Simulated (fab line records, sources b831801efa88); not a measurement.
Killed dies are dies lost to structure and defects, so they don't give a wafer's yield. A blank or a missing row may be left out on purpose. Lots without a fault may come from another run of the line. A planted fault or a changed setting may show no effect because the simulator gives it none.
fab line records | flow sky130
record lots=6 wafers=18 last_day=50
route steps=708 shown DNWELL@36 PWDE@45 PAD_OPEN@708
lots that met no fault: from a run of the same line without faults
start_h: hours from the record's first day to the start of the lot's first wafer shown | wait_h: hours since the lot's step before | " the same as in the row above | L1.1+2: a row that stands for several wafers | - no value, or no start given | * or withheld: withheld | < > ~ a bound
route shown NAME@n: a module of which the file shows steps, and the number in the route of the first | usual: mean/standard deviation of fault-free wafers | same: alike in all rows | chamber/n: place in a boat | sites: the reading at each site | _std_site: their standard deviation | _edge_site: outer sites' mean less inner sites' | radius_mm: how far each site lies from the wafer's centre | mask NAME#n: copy n | behind: the tool/chamber that last shaped the wafer | hold: why the lot was held/for how many hours/how that ended | device: the transistor (n, p or np) that didn't switch | end of line: the same wafers' tests at the end of the route | a step without rows: its recipe alone | killed: dies lost to structure and defects at the first sort, not the wafer's yield | map: a wafer's dies, x killed, . not, _ none there
set.NAME: the setting as run; set.NAME@STEP: as run at that earlier step | model.NAME: the simulator's own value behind a step, which no gauge read
lots at some steps of the route; a table a step, a row a wafer
services: from which hour (start_h, from the record's first day; less than 0 if before it) a tool's chamber was out of use, for how many hours, and why
## steps
# step SKY_DNWELL_HMDS_01
# recipe prime_time_s=60 prime_temp_c=120
# step SKY_DNWELL_COAT_02
# recipe spin_rpm=2000 resist_thk_nm=3000
# step SKY_DNWELL_SOFTBAKE_03
# recipe temp_c=110 time_s=withheld
# step SKY_DNWELL_EXPOSE_04
# recipe mask_id=DNM na=0.57 target_cd_nm=3000 dose_mj=222
# step SKY_DNWELL_PEB_05
# recipe temp_c=115 time_s=withheld
# step SKY_DNWELL_DEVELOP_06
# recipe wall_angle_deg=90 developer=TMAH develop_time_s=60 dev_temp_c=23
# step SKY_DNWELL_IMPLANT_07
# recipe species=P energy_kev=withheld dose_cm2=withheld tilt_deg=withheld
# step SKY_DNWELL_STRIP_08
# recipe chemistry=O2/N2 power_w=1400 pressure_mtorr=1500 platen_temp_c=withheld o2_flow_sccm=3000 n2_flow_sccm=300 overash_fraction=0.5
# usual drypump_motor_current_A=5.5/0.6 oes_product_au=0.723/0.0043 strip_time_to_endpoint_s=36.91/0.1
# columns lot.wafer tool chamber start_h wait_h drypump_motor_current_A oes_product_au rf_hours_counter_h strip_time_to_endpoint_s
L999.2 plasma_asher-04 1 56.26 0.1 6.2 0.729 37 36.89
L999.3 " 0 " " 4.8 0.721 - 36.92
L999.5 " 1 " " 6.2 0.718 - 36.88
L102.1 plasma_asher-03 1 76.29 0.1 5.9 0.720 41 36.97
L102.4 " 0 " " 4.9 0.718 - 36.95
L102.6 " 1 " " 5.9 0.726 - 36.96
L104.1 plasma_asher-01 0 86.59 0.1 5.2 0.721 27 36.85
L104.5 " 1 " " 6.2 0.724 - 36.93
L104.6 " 0 " " 5.2 0.729 - 36.81
L106.1 plasma_asher-04 1 97.59 0.1 6.2 0.718 40 36.78
L106.2 " 0 " " 4.9 0.720 40 36.73
L106.6 " 0 " " 4.9 0.720 - 36.78
L113.1 plasma_asher-04 0 134.39 0.1 4.9 0.723 1 36.89
L113.5 " 1 " " 6.2 0.727 - 36.98
L113.6 " 0 " " 4.9 0.722 - 36.98
L121.1 plasma_asher-01 1 177.60 0.1 6.3 0.724 36 37.05
L121.3 " 0 " " 5.1 0.727 - 37.17
L121.4 " 1 " " 6.3 0.721 - 37.16
# step SKY_DNWELL_TW_MEAS_09
# usual DNWELL_TW=1121/5.8
# columns lot.wafer tool chamber start_h wait_h DNWELL_TW
L999.2 film_metro-02 - 56.37 0.1 1128
L999.3 " - " " 1125
L999.5 " - " " 1124
L102.1 film_metro-02 - 76.39 0.1 1118
L102.4 " - " " 1116
L102.6 " - " " 1127
L104.1 film_metro-02 - 86.69 0.1 1126
L104.5 " - " " 1127
L104.6 " - " " 1125
L106.1 film_metro-02 - 97.69 0.1 1118
L106.2 " - " " 1124
L106.6 " - " " 1121
L113.1 film_metro-02 - 134.49 0.1 1124
L113.5 " - " " 1126
L113.6 " - " " 1125
L121.1 film_metro-02 - 177.70 0.1 1121
L121.3 " - " " 1118
L121.4 " - " " 1124
# step SKY_PWDE_DEHYDRATE_00
# recipe temp_c=200 time_s=60
# step SKY_PWDE_HMDS_01
# recipe prime_time_s=60 prime_temp_c=120
# step SKY_PWDE_COAT_02
# recipe spin_rpm=2000 resist_thk_nm=3000
# step SKY_PWDE_SOFTBAKE_03
# recipe temp_c=110 time_s=withheld
# usual heater_power_total_W=65.32/0.13 plate_temp_C=110.01/0.14
# columns lot.wafer tool chamber start_h wait_h heater_power_total_W plate_temp_C model.coat_of_PWDE_COAT_02.thk_nm
L999.2 litho_track-03 0 64.77 0.1 65.34 109.84 3002
L999.3 " 0 " " 65.35 109.85 2999
L999.5 " 0 " " 65.09 109.86 2999
L102.1 litho_track-01 0 84.80 0.1 65.24 110.12 3005
L102.4 " 0 " " 65.40 110.35 3007
L102.6 " 0 " " 65.31 110.01 3007
L104.1 litho_track-03 0 94.39 0.1 70.14 115.99 2950
L104.5 " 0 " " 69.90 115.88 2961
L104.6 " 0 " " 70.12 115.90 2955
L106.1 litho_track-03 0 106.19 0.1 70.24 115.92 2950
L106.2 " 0 " " 70.03 115.88 2934
L106.6 " 0 " " 70.05 116.09 2944
L113.1 litho_track-04 0 144.03 0.1 65.27 109.96 2994
L113.5 " 0 " " 65.30 109.86 3001
L113.6 " 0 " " 65.44 110.03 3005
L121.1 litho_track-01 0 188.20 0.1 65.18 110.04 2997
L121.3 " 0 " " 65.55 109.95 2994
L121.4 " 0 " " 65.22 110.00 2985
# step SKY_PWDE_EXPOSE_04
# recipe mask_id=PWDEM na=0.6 source_shape=conventional sigma_outer=0.6 polarization=unpolarized target_cd_nm=840 dose_mj=214
# step SKY_PWDE_PEB_05
# recipe temp_c=115 time_s=withheld
# step SKY_PWDE_DEVELOP_06
# recipe wall_angle_deg=90 developer=TMAH develop_time_s=60 dev_temp_c=23
# columns lot.wafer tool chamber start_h wait_h model.coat_of_PWDE_COAT_02.thk_nm
L999.2 litho_track-04 0 - - 2998
L999.3 " 0 " " 2995
L999.5 " 0 " " 2994
L102.1 litho_track-01 0 - - 3001
L102.4+6 " 0 " " 3003
L104.1 litho_track-01 0 - - 2946
L104.5 " 0 " " 2956
L104.6 " 0 " " 2951
L106.1 litho_track-03 0 - - 2946
L106.2 " 0 " " 2930
L106.6 " 0 " " 2940
L113.1 litho_track-01 0 - - 2989
L113.5 " 0 " " 2996
L113.6 " 0 " " 3001
L121.1 litho_track-03 0 - - 2993
L121.3 " 0 " " 2990
L121.4 " 0 " " 2980
# step SKY_PWDE_OVL_MEAS_07
# usual PWDE_OVL=0.8/1.5
# columns lot.wafer tool chamber start_h wait_h PWDE_OVL[nm]
L999.2 overlay-01 - 72.13 - -3.4
L999.3 " - " " -2.2
L999.5 " - " " -3.3
L102.1 overlay-01 - 92.95 - 1.8
L102.4 " - " " 3.1
L102.6 " - " " 1.7
L104.1 overlay-01 - 103.55 - 3.0
L104.5 " - " " 2.7
L104.6 " - " " 3.9
L106.1 overlay-01 - 115.89 - 2.2
L106.2 " - " " 2.1
L106.6 " - " " 0.6
L113.1 overlay-02 - 153.20 - 3.0
L113.5 " - " " 0.1
L113.6 " - " " 1.4
L121.1 overlay-01 - 198.84 - 2.5
L121.3 " - " " -0.2
L121.4 " - " " 2.2
# step SKY_PWDE_IMPLANT_08
# recipe species=B energy_kev=150 dose_cm2=3.6e+12 tilt_deg=withheld
# step SKY_PWDE_STRIP_09
# recipe chemistry=O2/N2 power_w=1400 pressure_mtorr=1500 platen_temp_c=withheld o2_flow_sccm=3000 n2_flow_sccm=300 overash_fraction=0.5
# usual drypump_motor_current_A=5.7/0.51 oes_product_au=0.722/0.005 strip_time_to_endpoint_s=36.88/0.097
# columns lot.wafer tool chamber start_h wait_h drypump_motor_current_A oes_product_au rf_hours_counter_h strip_time_to_endpoint_s
L999.2 plasma_asher-03 1 72.31 0.1 5.8 0.720 41 36.94
L999.3 " 1 " " 5.9 0.722 - 36.89
L999.5 " 1 " " 5.8 0.733 - 36.89
L102.1 plasma_asher-03 0 93.13 0.1 4.8 0.722 43 36.96
L102.4 " 0 " " 4.8 0.722 - 36.99
L102.6 " 0 " " 4.8 0.724 - 37.00
L104.1 plasma_asher-01 0 103.73 0.1 5.2 0.721 28 36.36
L104.5 " 0 " " 5.1 0.716 - 36.45
L104.6 " 1 " " 6.3 0.716 - 36.39
L106.1 plasma_asher-01 0 116.07 0.1 5.1 0.733 30 36.36
L106.2 " 1 " " 6.3 0.726 30 36.17
L106.6 " 0 " " 5.2 0.726 - 36.26
L113.1 plasma_asher-02 1 153.38 0.1 5.8 0.722 46 36.83
L113.5 " 0 " " 6.0 0.726 - 36.92
L113.6 " 1 " " 5.8 0.719 - 36.97
L121.1 plasma_asher-02 0 199.02 0.1 6.0 0.716 51 36.88
L121.3 " 0 " " 6.0 0.716 - 36.84
L121.4 " 1 " " 5.8 0.718 - 36.74
# step SKY_PWDE_TW_MEAS_10
# usual PWDE_TW=376.3/1.7
# columns lot.wafer tool chamber start_h wait_h PWDE_TW
L999.2 film_metro-02 - 72.42 0.1 375.7
L999.3 " - " " 379.2
L999.5 " - " " 377.2
L102.1 film_metro-03 - 93.23 0.1 375.1
L102.4 " - " " 374.7
L102.6 " - " " 376.9
L104.1 film_metro-04 - 103.83 0.1 374.1
L104.5 " - " " 375.0
L104.6 " - " " 378.2
L106.1 film_metro-04 - 116.17 0.1 375.0
L106.2 " - " " 376.1
L106.6 " - " " 379.1
L113.1 film_metro-02 - 153.48 0.1 375.8
L113.5 " - " " 376.5
L113.6 " - " " 375.1
L121.1 film_metro-03 - 199.12 0.1 374.0
L121.3 " - " " 374.1
L121.4 " - " " 372.1
# step SKY_PAD_OPEN_PROBE_99
# usual killed_at_M0_to_M3=44/7.5 killed_at_M4_up=2.9/1.8 killed_at_contacts=24/5.1 killed_at_front_end=16/4.7 killed_at_other=0.3/0.46 killed_dies=87/9.9 killed_open=47/8 killed_short=39/6.3
# same gross_dies=492 killed_at_back_side=0
# columns lot.wafer tool chamber start_h wait_h killed_at_M0_to_M3 killed_at_M4_up killed_at_contacts killed_at_front_end killed_at_other killed_dies killed_open killed_short
L102.1 prober-01 - 1103.70 0.1 51 2 28 22 0 103 57 46
L102.4 prober-01 - 1103.85 0.2 53 1 28 16 0 98 55 43
L102.6 prober-01 - 1103.95 0.2 41 0 29 14 1 85 46 38
L113.1 prober-02 - 1163.50 0.1 34 1 31 10 0 76 40 36
L113.5 prober-02 - 1163.70 0.2 37 3 25 16 0 81 37 43
L113.6 prober-02 - 1163.75 0.2 41 5 33 15 0 94 52 42
# killed by level:class
L102.1 VIA1:geometric_particle:open=14 CONTACT:geometric_particle:open=8 POLY_GATE:geometric_particle:short=7 VIA2:geometric_particle:open=7 POLY_GATE:geometric_particle:open=6 VIA3:geometric_particle:open=6 FIELD_ISO:geometric_particle:open=5 LI_CONTACT:geometric_particle:open=5
L102.4 VIA1:geometric_particle:open=18 CONTACT:geometric_particle:open=9 VIA3:geometric_particle:open=7 LI_CONTACT:geometric_particle:short=6 METAL2:geometric_particle:short=5 LI_CONTACT:geometric_particle:open=5 CONTACT:geometric_particle:short=5 METAL1:geometric_particle:short=4
L102.6 CONTACT:geometric_particle:open=9 METAL2:geometric_particle:short=9 VIA1:geometric_particle:open=9 LI_CONTACT:geometric_particle:open=8 VIA2:geometric_particle:open=5 VIA1:geometric_particle:short=5 LOCAL_INTERCONNECT:geometric_particle:short=4 METAL1:geometric_particle:short=4
L113.1 CONTACT:geometric_particle:open=11 CONTACT:geometric_particle:short=11 VIA1:geometric_particle:open=11 VIA3:geometric_particle:short=5 LI_CONTACT:geometric_particle:open=4 LOCAL_INTERCONNECT:geometric_particle:short=4 METAL1:geometric_particle:short=4 VIA2:geometric_particle:open=4
L113.5 CONTACT:geometric_particle:open=8 METAL2:geometric_particle:short=7 VIA3:geometric_particle:open=7 FIELD_ISO:geometric_particle:short=6 VIA1:geometric_particle:open=6 LOCAL_INTERCONNECT:geometric_particle:short=5 CONTACT:geometric_particle:short=5 LI_CONTACT:geometric_particle:open=4
L113.6 CONTACT:geometric_particle:open=13 VIA1:geometric_particle:open=9 LI_CONTACT:geometric_particle:open=8 METAL1:geometric_particle:short=8 VIA3:geometric_particle:open=6 FIELD_ISO:geometric_particle:short=5 LOCAL_INTERCONNECT:geometric_particle:short=5 METAL4:geometric_particle:short=5
## services
# columns tool chamber start_h hours kind
plasma_asher-01 - 40.36 2.8 repair
plasma_asher-01 - 46.68 3.9 repair
plasma_asher-04 - 85.45 5.4 repair
plasma_asher-01 - 98.83 3.3 repair
plasma_asher-04 - 108.75 9.0 pm
plasma_asher-04 0 108.75 9.0 vent_cycle
plasma_asher-04 1 108.75 9.0 vent_cycle
plasma_asher-04 0 117.75 - clean
plasma_asher-04 1 117.75 - clean
plasma_asher-02 - 142.00 11.0 repair
plasma_asher-04 - 147.76 0.4 repair
plasma_asher-01 - 178.91 0.8 repair
plasma_asher-01 - 191.17 1.7 repair
## key
first_sign step=SKY_PWDE_SOFTBAKE_03 reading=plate_temp_C direction=up sigmas=42 usual=* struck=*
effect step=SKY_PWDE_SOFTBAKE_03 reading=heater_power_total_W direction=up sigmas=36 usual=* struck=*
effect step=SKY_PWDE_STRIP_09 reading=strip_time_to_endpoint_s direction=down sigmas=5.7 usual=* struck=*
model_effect step=SKY_PWDE_SOFTBAKE_03 value=coat_of_PWDE_COAT_02.thk_nm without=2995 struck=2949
model_effect step=SKY_PWDE_DEVELOP_06 value=coat_of_PWDE_COAT_02.thk_nm without=2991 struck=2945
met_at SKY_PWDE_SOFTBAKE_03
struck_wafers L104.1,L104.5,L104.6,L106.1,L106.2,L106.6
tester_left_out L104,L106
onset_between 64.77 94.39
fault kind=process_parameter_drift tool=litho_track-03 chamber=- onset_h=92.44 steps=SKY_PWDE_SOFTBAKE_03 channel=temp_c offset=* shape=step end_h=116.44 acts_in=* stated=*
# tester_left_out: of these lots the tester's yield and bins aren't shown, on N5 and GAA mostly nor the transistor test; their killed dies are dies lost to structure and defects alone, not to doping, threshold or leakage, so they don't give the yield
